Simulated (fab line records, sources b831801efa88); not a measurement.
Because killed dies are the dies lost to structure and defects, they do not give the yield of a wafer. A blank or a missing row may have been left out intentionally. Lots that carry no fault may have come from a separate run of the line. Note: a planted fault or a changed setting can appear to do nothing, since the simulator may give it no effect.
2 desks, one fault | flow sfq_line | what lay behind the numbers comes last; until then each desk has only its own

== THE METROLOGY DESK ==
Means of the sampled wafers that have a number, per lot and without regard to the tool the lot ran on: this is what the gauges read. Marked OUT: a lot whose mean sits more than 4 standard deviations from the usual mean, which makes it out of limits; the brackets give that distance.
Columns: A = J5_OVL at SFQ_JJ_OVL_MEAS_931, usual 0 nm; B = R5_MONX_RS at SFQ_R5_RS_MEAS_933, usual 7.05 ohm/sq; C = R5_MONX_THK at SFQ_R5_THK_MEAS_934, usual 39.7 nm
lot  | first seen here | A  | B               | C
L134 | day 50 21:50    | 8  | 7.02            | 39.9
L136 | day 60 16:43    | 10 | 7.08            | 39.5
L137 | day 60 17:55    | -6 | 7.11            | 39.3
L138 | day 60 21:30    | 3  | 7.06            | 39.4
L139 | day 61 11:48    | -4 | 6.94            | 40.7
L141 | day 61 20:40    | 1  | 7.72 (+8.1) OUT | 36.2 (-7.0) OUT
L144 | day 62 23:31    | 4  | 8.38 (+16) OUT  | 33.0 (-13) OUT
L146 | day 63 07:54    | -0 | 7.46 (+5.0) OUT | 37.6 (-4.2) OUT
L148 | day 63 10:18    | -5 | 7.05            | 39.6
L152 | day 64 06:02    | 1  | 6.95            | 40.3
L153 | day 64 10:50    | 6  | 7.02            | 40.2
L154 | day 68 04:44    | 0  | 7.06            | 39.7
L155 | day 68 13:41    | 3  | 7.11            | 39.2
L156 | day 68 17:17    | -1 | 7.01            | 39.8
L157 | day 69 07:10    | 8  | 7.07            | 39.7
This desk finds L141, L144, L146 out of limits, with the earliest case on L141 at day 66 23:52 (R5_MONX_RS at SFQ_R5_RS_MEAS_933). L134, L136, L137, L138, L139, L148, L152, L153, L154, L155, L156, L157 stayed within limits.

== TOOL OWNER'S DESK, pvd_sputter-03 ==
The tool's own readings at SFQ_TRILAYER_R5_DEP_SPUTTER_133 (material MoNx, target thk 40 nm, time 66.7 s): means of the sampled wafers that have a number, for each lot that ran on this tool. Marked OUT: a lot whose mean sits more than 4 standard deviations from the usual mean, which makes it out of limits; the brackets give that distance.
Columns: A = throttle_valve_pct at SFQ_TRILAYER_R5_DEP_SPUTTER_133, usual 29.6 %
lot  | first seen here | A
L136 | day 65 15:10    | 29.8
L138 | day 65 21:10    | 29.4
L141 | day 66 23:47    | 29.2
L144 | day 67 17:47    | 30.3
L146 | day 68 05:47    | 29.6
Finding of this desk: none of the 5 lots has anything out of limits.

== TAKEN TOGETHER ==
The metrology desk could have raised an alarm at day 66 23:52, on L141, L144, L146.
The desk of the tool owner found nothing out of limits.
The tool owner's desk has L141, L144, L146 on record, within its limits.
SFQ_TRILAYER_R5_DEP_SPUTTER_133 was run on pvd_sputter-03 by each of the lots named.

== WHAT THE SIMULATOR HAD INSERTED ==
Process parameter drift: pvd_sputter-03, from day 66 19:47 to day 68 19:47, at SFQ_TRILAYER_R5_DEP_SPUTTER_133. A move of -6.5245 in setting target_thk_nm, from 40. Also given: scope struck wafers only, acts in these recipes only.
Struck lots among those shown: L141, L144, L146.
Delay in hours, fault start to first out-of-limits reading, per desk: metrology desk 4.
